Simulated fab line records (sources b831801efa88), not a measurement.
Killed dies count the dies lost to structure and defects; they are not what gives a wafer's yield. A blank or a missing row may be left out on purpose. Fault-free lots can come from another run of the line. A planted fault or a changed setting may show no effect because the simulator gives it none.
fab line records -- flow gf180mcu
[record] lots = 5, wafers = 27
route steps=602 shown M4@458 MIM@512 V5@561 TOP_METAL@571
start_h: start of the lot's first displayed wafer, in hours after the record's first day -- wait_h: hours since the lot's step before -- " as in the row above -- L1.1+2: a single row standing in for several wafers -- - no value, or no start was given -- * or withheld: withheld -- < > ~ a bound
route shown NAME@n: a module of which the file shows steps, and the number in the route of the first -- usual: mean/standard deviation of fault-free wafers -- same: alike in all rows -- chamber/n: place in a boat -- sites: per-site readings -- _std_site: the standard deviation of these -- _edge_site: the outer-site mean with the inner-site mean subtracted -- radius_mm: for every site, how far away it sits from the centre of the wafer -- mask NAME#n: copy n -- behind: the last tool/chamber to shape the wafer -- hold: reason for holding the lot/hours on hold/outcome of the hold -- device: whichever transistor did not switch (one of n, p or np) -- end of line: at the end of the route, the tests of the same wafers -- step lacking rows: just its recipe -- killed: dies that structure and defects cost at the first sort, which is not the same as the wafer's yield -- map: the dies of a wafer, with x for killed, . for not killed, _ for no die there
set.NAME: the run value of the setting; set.NAME@STEP: its run value at that earlier step -- model.NAME: the simulator's own value behind a step, which no gauge read
lots whose settings were changed on purpose; a table a step, a row a wafer
[[steps]]
[step GF_M4_SPUTTER_02]
[recipe] material = AlCu, target_thk_nm = 450, power_w = 10600, time_s = 23.9, chamber_pressure_pa = 0.4
lot.wafer,tool,chamber,start_h,wait_h,set.time_s,model.AlCu_of_M4_SPUTTER_02.thk_nm
L074.4,pvd_sputter-04,-,500.88,0.0,23.9,445.5
L074.5,pvd_sputter-04,-,500.88,0.0,23.9,451.5
L074.6,pvd_sputter-04,-,500.88,0.0,23.9,449
L076.1+2,pvd_sputter-04,-,523.56,0.0,23.9,450.2
L076.3,pvd_sputter-04,-,523.56,0.0,23.9,449.6
L076.4,pvd_sputter-04,-,523.56,0.0,23.9,451.5
L076.5,pvd_sputter-04,-,523.56,0.0,23.9,446.3
L076.6,pvd_sputter-04,-,523.56,0.0,23.9,450.4
L078.1,pvd_sputter-02,-,563.36,0.0,23.9,450
L078.2,pvd_sputter-02,-,563.36,0.0,23.9,442.7
L078.3,pvd_sputter-02,-,563.36,0.0,23.9,449.6
L078.4,pvd_sputter-02,-,563.36,0.0,23.9,448.7
L078.5,pvd_sputter-02,-,563.36,0.0,23.9,454.9
L078.6,pvd_sputter-02,-,563.36,0.0,23.9,450.9
L079.1,pvd_sputter-01,-,569.59,0.0,23.9,448.6
L079.2,pvd_sputter-01,-,569.59,0.0,23.9,452
L079.3,pvd_sputter-01,-,569.59,0.0,11.29,213.1
L079.4,pvd_sputter-01,-,569.59,0.0,11.29,211.2
L079.5,pvd_sputter-01,-,569.59,0.0,23.9,453.7
L079.6,pvd_sputter-01,-,569.59,0.0,11.29,214.6
L085.1,pvd_sputter-02,-,616.26,0.0,10.89,199.2
L085.2,pvd_sputter-02,-,616.26,0.0,23.9,446.1
L085.3,pvd_sputter-02,-,616.26,0.0,23.9,443.4
L085.4,pvd_sputter-02,-,616.26,0.0,23.9,448.6
L085.5,pvd_sputter-02,-,616.26,0.0,10.89,199.6
L085.6,pvd_sputter-02,-,616.26,0.0,10.89,206.7
[step GF_M4_SPUTTER_03]
[recipe] material = Ti, target_thk_nm = 10, substrate_temp_c = 300, chamber_pressure_pa = 0.3, power_w = 3000, time_s = 6.7
[step GF_M4_SPUTTER_04]
[recipe] material = TiN, target_thk_nm = 50, power_w = 6500, time_s = 41.7, chamber_pressure_pa = 0.4
[step GF_M4_RS_MEAS_05]
[recipe] thk_meas_gauge = four-point-probe, reads = TiN_of_M4_SPUTTER_04+Ti_of_M4_SPUTTER_03+AlCu_of_M4_SPUTTER_02+TiN_of_M4_SPUTTER_01+Ti_of_M4_SPUTTER_00
[usual] M4_ALCU_RS = 0.0691/0.00072
lot.wafer,tool,chamber,start_h,wait_h,set.time_s@M4_SPUTTER_02,M4_ALCU_RS[ohm/sq]
L074.4,film_metro-03,-,501.03,0.1,23.9,0.0702
L074.5,film_metro-03,-,501.03,0.1,23.9,0.0693
L074.6,film_metro-03,-,501.03,0.1,23.9,0.0696
L076.1,film_metro-04,-,523.65,0.0,23.9,0.0695
L076.2,film_metro-04,-,523.65,0.0,23.9,0.0695
L076.3,film_metro-04,-,523.65,0.0,23.9,0.0697
L076.4,film_metro-04,-,523.65,0.0,23.9,0.0694
L076.5,film_metro-04,-,523.65,0.0,23.9,0.0700
L076.6,film_metro-04,-,523.65,0.0,23.9,0.0696
L078.1,film_metro-04,-,563.45,0.0,23.9,0.0696
L078.2,film_metro-04,-,563.45,0.0,23.9,0.0708
L078.3,film_metro-04,-,563.45,0.0,23.9,0.0696
L078.4,film_metro-04,-,563.45,0.0,23.9,0.0699
L078.5,film_metro-04,-,563.45,0.0,23.9,0.0688
L078.6,film_metro-04,-,563.45,0.0,23.9,0.0692
L079.1,film_metro-01,-,569.68,0.0,23.9,0.0698
L079.2,film_metro-01,-,569.68,0.0,23.9,0.0692
L079.3,film_metro-01,-,569.68,0.0,11.29,0.1493
L079.4,film_metro-01,-,569.68,0.0,11.29,0.1505
L079.5,film_metro-01,-,569.68,0.0,23.9,0.0690
L079.6,film_metro-01,-,569.68,0.0,11.29,0.1481
L085.1,film_metro-04,-,616.35,0.0,10.89,0.1599
L085.2,film_metro-04,-,616.35,0.0,23.9,0.0702
L085.3,film_metro-04,-,616.35,0.0,23.9,0.0705
L085.4,film_metro-04,-,616.35,0.0,23.9,0.0698
L085.5,film_metro-04,-,616.35,0.0,10.89,0.1596
L085.6,film_metro-04,-,616.35,0.0,10.89,0.1540
[step GF_M4_THK_MEAS_06]
[recipe] thk_meas_gauge = xrf, reads = AlCu_of_M4_SPUTTER_02
[usual] M4_ALCU_THK = 452/5.4
lot.wafer,tool,chamber,start_h,wait_h,set.time_s@M4_SPUTTER_02,M4_ALCU_THK[nm]
L074.4,film_metro-03,-,501.12,0.1,23.9,442
L074.5,film_metro-03,-,501.12,0.1,23.9,448
L074.6,film_metro-03,-,501.12,0.1,23.9,444
L076.1,film_metro-04,-,523.77,0.1,23.9,455
L076.2,film_metro-04,-,523.77,0.1,23.9,452
L076.3,film_metro-04,-,523.77,0.1,23.9,452
L076.4,film_metro-04,-,523.77,0.1,23.9,454
L076.5,film_metro-04,-,523.77,0.1,23.9,449
L076.6,film_metro-04,-,523.77,0.1,23.9,453
L078.1,film_metro-04,-,563.57,0.1,23.9,452
L078.2,film_metro-04,-,563.57,0.1,23.9,444
L078.3,film_metro-04,-,563.57,0.1,23.9,452
L078.4,film_metro-04,-,563.57,0.1,23.9,452
L078.5,film_metro-04,-,563.57,0.1,23.9,460
L078.6,film_metro-04,-,563.57,0.1,23.9,453
L079.1,film_metro-01,-,569.80,0.1,23.9,445
L079.2,film_metro-01,-,569.80,0.1,23.9,451
L079.3,film_metro-01,-,569.80,0.1,11.29,213
L079.4,film_metro-01,-,569.80,0.1,11.29,210
L079.5,film_metro-01,-,569.80,0.1,23.9,450
L079.6,film_metro-01,-,569.80,0.1,11.29,213
L085.1,film_metro-04,-,616.47,0.1,10.89,200
L085.2,film_metro-04,-,616.47,0.1,23.9,449
L085.3,film_metro-04,-,616.47,0.1,23.9,445
L085.4,film_metro-04,-,616.47,0.1,23.9,450
L085.5,film_metro-04,-,616.47,0.1,10.89,201
L085.6,film_metro-04,-,616.47,0.1,10.89,207
[step GF_M4_DEHYDRATE_07]
[recipe] temp_c = 200, time_s = 60
[step GF_M4_HMDS_08]
[recipe] prime_time_s = 60, prime_temp_c = 120
[step GF_M4_METAL_ETCH_16]
[recipe] chemistry = Cl2/BCl3, mask_material = KrF, target_depth_nm = 627.5, stop_on = SiO2, pressure_mtorr = 8, icp_w = 800, bias_w = 140, Cl2_flow_sccm = 80, bcl3_flow_sccm = 40, time_s = 104.6
[usual] oes_product_au = 0.975/0.0071
lot.wafer,tool,chamber,start_h,wait_h,set.time_s@M4_SPUTTER_02,oes_product_au
L074.4,rie_metal-02,0,524.62,0.0,23.9,0.966
L074.5,rie_metal-02,0,524.62,0.0,23.9,0.964
L074.6,rie_metal-02,1,524.62,0.0,23.9,0.982
L076.1,rie_metal-03,0,547.24,0.0,23.9,0.974
L076.2,rie_metal-03,1,547.24,0.0,23.9,0.971
L076.3,rie_metal-03,1,547.24,0.0,23.9,0.976
L076.4,rie_metal-03,0,547.24,0.0,23.9,0.976
L076.5,rie_metal-03,0,547.24,0.0,23.9,0.965
L076.6,rie_metal-03,1,547.24,0.0,23.9,0.978
L078.1,rie_metal-02,0,585.26,0.0,23.9,0.982
L078.2,rie_metal-02,1,585.26,0.0,23.9,0.968
L078.3,rie_metal-02,1,585.26,0.0,23.9,0.963
L078.4,rie_metal-02,0,585.26,0.0,23.9,0.974
L078.5,rie_metal-02,1,585.26,0.0,23.9,0.976
L078.6,rie_metal-02,0,585.26,0.0,23.9,0.971
L079.1,rie_metal-03,0,591.27,0.0,23.9,0.972
L079.2,rie_metal-03,1,591.27,0.0,23.9,0.975
L079.3,rie_metal-03,0,591.27,0.0,11.29,0.729
L079.4,rie_metal-03,1,591.27,0.0,11.29,0.728
L079.5,rie_metal-03,0,591.27,0.0,23.9,0.973
L079.6,rie_metal-03,1,591.27,0.0,11.29,0.732
L085.1,rie_metal-03,1,636.61,0.0,10.89,0.726
L085.2,rie_metal-03,0,636.61,0.0,23.9,0.969
L085.3,rie_metal-03,1,636.61,0.0,23.9,0.968
L085.4,rie_metal-03,0,636.61,0.0,23.9,0.964
L085.5,rie_metal-03,0,636.61,0.0,10.89,0.728
L085.6,rie_metal-03,1,636.61,0.0,10.89,0.734
[step GF_MIM_SPUTTER_09]
[recipe] material = TiN, target_thk_nm = 35, power_w = 6500, time_s = 29.2, chamber_pressure_pa = 0.4
lot.wafer,tool,chamber,start_h,wait_h,set.time_s,model.TiN_of_MIM_SPUTTER_09.thk_nm
L074.4,pvd_sputter-02,-,550.38,0.0,29.2,34.91
L074.5,pvd_sputter-02,-,550.38,0.0,29.2,35.61
L074.6,pvd_sputter-02,-,550.38,0.0,29.2,35.58
L076.1,pvd_sputter-02,-,572.96,0.0,29.2,34.96
L076.2,pvd_sputter-02,-,572.96,0.0,29.2,35.3
L076.3,pvd_sputter-02,-,572.96,0.0,29.2,34.95
L076.4+5,pvd_sputter-02,-,572.96,0.0,29.2,35.19
L076.6,pvd_sputter-02,-,572.96,0.0,29.2,34.97
L078.1,pvd_sputter-02,-,609.71,0.0,29.2,35.02
L078.2,pvd_sputter-02,-,609.71,0.0,17.67,21.61
L078.3,pvd_sputter-02,-,609.71,0.0,29.2,34.73
L078.4,pvd_sputter-02,-,609.71,0.0,29.2,34.94
L078.5,pvd_sputter-02,-,609.71,0.0,17.67,20.99
L078.6,pvd_sputter-02,-,609.71,0.0,17.67,20.76
L079.1,pvd_sputter-01,-,614.76,0.0,20.83,24.78
L079.2,pvd_sputter-01,-,614.76,0.0,20.83,25.06
L079.3,pvd_sputter-01,-,614.76,0.0,20.83,24.86
L079.4,pvd_sputter-01,-,614.76,0.0,29.2,34.83
L079.5,pvd_sputter-01,-,614.76,0.0,29.2,34.92
L079.6,pvd_sputter-01,-,614.76,0.0,29.2,34.69
L085.1,pvd_sputter-02,-,659.15,0.0,20.78,24.62
L085.2,pvd_sputter-02,-,659.15,0.0,29.2,35.22
L085.3,pvd_sputter-02,-,659.15,0.0,20.78,24.8
L085.4,pvd_sputter-02,-,659.15,0.0,20.78,24.81
L085.5,pvd_sputter-02,-,659.15,0.0,29.2,35.38
L085.6,pvd_sputter-02,-,659.15,0.0,29.2,34.81
[step GF_MIM_PEB_17]
[recipe] temp_c = withheld, time_s = *, resist = NOVOLAK
[step GF_MIM_DEVELOP_18]
[recipe] develop_time_s = 60, dev_temp_c = 23
[step GF_MIM_METAL_ETCH_19]
[recipe] chemistry = Cl2/BCl3, mask_material = NOVOLAK, stop_on = Si3N4, target_depth_nm = 324.5, pressure_mtorr = 8, icp_w = 800, bias_w = 140, Cl2_flow_sccm = 80, bcl3_flow_sccm = 40, time_s = 54.1
[usual] oes_product_au = 0.941/0.0057
lot.wafer,tool,chamber,start_h,wait_h,set.time_s@MIM_SPUTTER_09,oes_product_au
L074.4,rie_metal-03,0,572.21,0.1,29.2,0.945
L074.5,rie_metal-03,1,572.21,0.1,29.2,0.945
L074.6,rie_metal-03,0,572.21,0.1,29.2,0.948
L076.1,rie_metal-03,1,594.29,0.1,29.2,0.935
L076.2,rie_metal-03,0,594.29,0.1,29.2,0.937
L076.3,rie_metal-03,0,594.29,0.1,29.2,0.931
L076.4,rie_metal-03,1,594.29,0.1,29.2,0.945
L076.5,rie_metal-03,0,594.29,0.1,29.2,0.935
L076.6,rie_metal-03,1,594.29,0.1,29.2,0.935
L078.1,rie_metal-04,1,629.96,0.1,29.2,0.935
L078.2,rie_metal-04,0,629.96,0.1,17.67,0.916
L078.3,rie_metal-04,0,629.96,0.1,29.2,0.934
L078.4,rie_metal-04,1,629.96,0.1,29.2,0.935
L078.5,rie_metal-04,1,629.96,0.1,17.67,0.913
L078.6,rie_metal-04,0,629.96,0.1,17.67,0.906
L079.1,rie_metal-04,0,635.53,0.1,20.83,0.916
L079.2,rie_metal-04,1,635.53,0.1,20.83,0.921
L079.3,rie_metal-04,0,635.53,0.1,20.83,0.916
L079.4,rie_metal-04,1,635.53,0.1,29.2,0.942
L079.5,rie_metal-04,1,635.53,0.1,29.2,0.938
L079.6,rie_metal-04,0,635.53,0.1,29.2,0.939
L085.1,rie_metal-04,1,678.78,0.1,20.78,0.923
L085.2,rie_metal-04,0,678.78,0.1,29.2,0.937
L085.3,rie_metal-04,0,678.78,0.1,20.78,0.921
L085.4,rie_metal-04,1,678.78,0.1,20.78,0.923
L085.5,rie_metal-04,0,678.78,0.1,29.2,0.947
L085.6,rie_metal-04,1,678.78,0.1,29.2,0.941
[step GF_V5_SPUTTER_21]
[recipe] material = Ti, target_thk_nm = 15, chamber_pressure_pa = 5, power_w = 2500, substrate_temp_c = 200, time_s = 80.02
lot.wafer,tool,chamber,start_h,wait_h,set.time_s,model.Ti_of_V5_SPUTTER_21.thk_nm
L074.4,pvd_sputter-04,-,616.71,0.0,80.02,14.91
L074.5,pvd_sputter-04,-,616.71,0.0,80.02,15.14
L074.6,pvd_sputter-04,-,616.71,0.0,80.02,15.16
L076.1,pvd_sputter-04,-,637.95,0.0,41.2,8.004
L076.2,pvd_sputter-04,-,637.95,0.0,80.02,15.26
L076.3,pvd_sputter-04,-,637.95,0.0,80.02,15.28
L076.4,pvd_sputter-04,-,637.95,0.0,80.02,15.3
L076.5,pvd_sputter-04,-,637.95,0.0,41.2,8.156
L076.6,pvd_sputter-04,-,637.95,0.0,41.2,7.98
L078.1,pvd_sputter-03,-,672.05,0.0,80.02,15.2
L078.2,pvd_sputter-03,-,672.05,0.0,80.02,15.16
L078.3,pvd_sputter-03,-,672.05,0.0,80.02,15.04
L078.4,pvd_sputter-03,-,672.05,0.0,80.02,14.91
L078.5,pvd_sputter-03,-,672.05,0.0,80.02,15.11
L078.6,pvd_sputter-03,-,672.05,0.0,80.02,14.95
L079.1,pvd_sputter-03,-,676.73,0.0,80.02,15.23
L079.2,pvd_sputter-03,-,676.73,0.0,106.5,20.17
L079.3,pvd_sputter-03,-,676.73,0.0,80.02,15.31
L079.4,pvd_sputter-03,-,676.73,0.0,80.02,14.97
L079.5,pvd_sputter-03,-,676.73,0.0,106.5,19.96
L079.6,pvd_sputter-03,-,676.73,0.0,106.5,20.26
L085.1,pvd_sputter-04,-,717.79,0.0,80.02,15.18
L085.2+4,pvd_sputter-04,-,717.79,0.0,80.02,15.12
L085.3,pvd_sputter-04,-,717.79,0.0,80.02,15.46
L085.5,pvd_sputter-04,-,717.79,0.0,80.02,15.03
L085.6,pvd_sputter-04,-,717.79,0.0,80.02,15.08
[step GF_TOP_METAL_SPUTTER_04]
[recipe] material = TiN, target_thk_nm = 25, power_w = 6500, time_s = 20.8, chamber_pressure_pa = 0.4
lot.wafer,tool,chamber,start_h,wait_h,set.time_s,model.TiN_of_TOP_METAL_SPUTTER_04.thk_nm
L074.4,pvd_sputter-01,-,617.60,0.0,20.8,24.87
L074.5,pvd_sputter-01,-,617.60,0.0,20.8,24.32
L074.6,pvd_sputter-01,-,617.60,0.0,20.8,24.79
L076.1,pvd_sputter-04,-,638.83,0.0,20.8,25.25
L076.2,pvd_sputter-04,-,638.83,0.0,20.8,24.86
L076.3,pvd_sputter-04,-,638.83,0.0,20.8,25.02
L076.4,pvd_sputter-04,-,638.83,0.0,20.8,25.55
L076.5,pvd_sputter-04,-,638.83,0.0,20.8,25.26
L076.6,pvd_sputter-04,-,638.83,0.0,20.8,25.24
L078.1,pvd_sputter-04,-,672.95,0.0,20.8,24.77
L078.2,pvd_sputter-04,-,672.95,0.0,20.8,25.14
L078.3,pvd_sputter-04,-,672.95,0.0,10.98,13.42
L078.4,pvd_sputter-04,-,672.95,0.0,10.98,13.37
L078.5,pvd_sputter-04,-,672.95,0.0,20.8,25.04
L078.6,pvd_sputter-04,-,672.95,0.0,10.98,13.33
L079.1,pvd_sputter-04,-,677.61,0.0,20.8,25.01
L079.2,pvd_sputter-04,-,677.61,0.0,15.84,18.7
L079.3,pvd_sputter-04,-,677.61,0.0,20.8,24.63
L079.4,pvd_sputter-04,-,677.61,0.0,15.84,18.81
L079.5,pvd_sputter-04,-,677.61,0.0,15.84,18.87
L079.6,pvd_sputter-04,-,677.61,0.0,20.8,24.55
L085.1,pvd_sputter-04,-,718.68,0.0,20.8,25.34
L085.2,pvd_sputter-04,-,718.68,0.0,20.8,24.83
L085.3,pvd_sputter-04,-,718.68,0.0,20.8,25.15
L085.4,pvd_sputter-04,-,718.68,0.0,17.02,20.47
L085.5,pvd_sputter-04,-,718.68,0.0,17.02,20.63
L085.6,pvd_sputter-04,-,718.68,0.0,17.02,20.33
[step GF_TOP_METAL_THK_MEAS_06]
[recipe] thk_meas_gauge = xrf, reads = AlCu_of_TOP_METAL_SPUTTER_02
[usual] TOP_METAL_ALCU_THK = 902/9.4
lot.wafer,tool,chamber,start_h,wait_h,set.time_s@TOP_METAL_SPUTTER_04,TOP_METAL_ALCU_THK[nm]
L074.4,film_metro-03,-,617.77,0.1,20.8,901
L074.5,film_metro-03,-,617.77,0.1,20.8,894
L074.6,film_metro-03,-,617.77,0.1,20.8,888
L076.1,film_metro-01,-,638.98,0.1,20.8,921
L076.2,film_metro-01,-,638.98,0.1,20.8,906
L076.3,film_metro-01,-,638.98,0.1,20.8,909
L076.4,film_metro-01,-,638.98,0.1,20.8,909
L076.5,film_metro-01,-,638.98,0.1,20.8,911
L076.6,film_metro-01,-,638.98,0.1,20.8,921
L078.1,film_metro-01,-,673.10,0.1,20.8,912
L078.2,film_metro-01,-,673.10,0.1,20.8,913
L078.3,film_metro-01,-,673.10,0.1,10.98,937
L078.4,film_metro-01,-,673.10,0.1,10.98,941
L078.5,film_metro-01,-,673.10,0.1,20.8,901
L078.6,film_metro-01,-,673.10,0.1,10.98,943
L079.1,film_metro-01,-,677.76,0.1,20.8,886
L079.2,film_metro-01,-,677.76,0.1,15.84,901
L079.3,film_metro-01,-,677.76,0.1,20.8,880
L079.4,film_metro-01,-,677.76,0.1,15.84,909
L079.5,film_metro-01,-,677.76,0.1,15.84,906
L079.6,film_metro-01,-,677.76,0.1,20.8,888
L085.1,film_metro-01,-,718.83,0.1,20.8,903
L085.2,film_metro-01,-,718.83,0.1,20.8,901
L085.3,film_metro-01,-,718.83,0.1,20.8,908
L085.4,film_metro-01,-,718.83,0.1,17.02,914
L085.5,film_metro-01,-,718.83,0.1,17.02,915
L085.6,film_metro-01,-,718.83,0.1,17.02,911
[[key]]
[split] step = GF_M4_SPUTTER_02, setting = time_s, stated = 23.9, by = wafer
[response] step = GF_M4_SPUTTER_02, reading = model.AlCu_of_M4_SPUTTER_02.thk_nm, change = +4.5, per = 1%, r = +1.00
[response] step = GF_M4_RS_MEAS_05, reading = M4_ALCU_RS, change = -0.00156, per = 1%, r = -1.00
[response] step = GF_M4_THK_MEAS_06, reading = M4_ALCU_THK, change = +4.5, per = 1%, r = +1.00
[response] step = GF_M4_METAL_ETCH_16, reading = oes_product_au, change = +0.00448, per = 1%, r = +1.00
[split] step = GF_MIM_SPUTTER_09, setting = time_s, stated = 29.2, by = wafer
[response] step = GF_MIM_SPUTTER_09, reading = model.TiN_of_MIM_SPUTTER_09.thk_nm, change = +0.351, per = 1%, r = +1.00
[response] step = GF_MIM_METAL_ETCH_19, reading = oes_product_au, change = +0.000652, per = 1%, r = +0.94
[split] step = GF_V5_SPUTTER_21, setting = time_s, stated = 80.02, by = wafer
[response] step = GF_V5_SPUTTER_21, reading = model.Ti_of_V5_SPUTTER_21.thk_nm, change = +0.149, per = 1%, r = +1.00
[split] step = GF_TOP_METAL_SPUTTER_04, setting = time_s, stated = 20.8, by = wafer
[response] step = GF_TOP_METAL_SPUTTER_04, reading = model.TiN_of_TOP_METAL_SPUTTER_04.thk_nm, change = +0.247, per = 1%, r = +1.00
[response] step = GF_TOP_METAL_THK_MEAS_06, reading = TOP_METAL_ALCU_THK, change = -0.687, per = 1%, r = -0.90
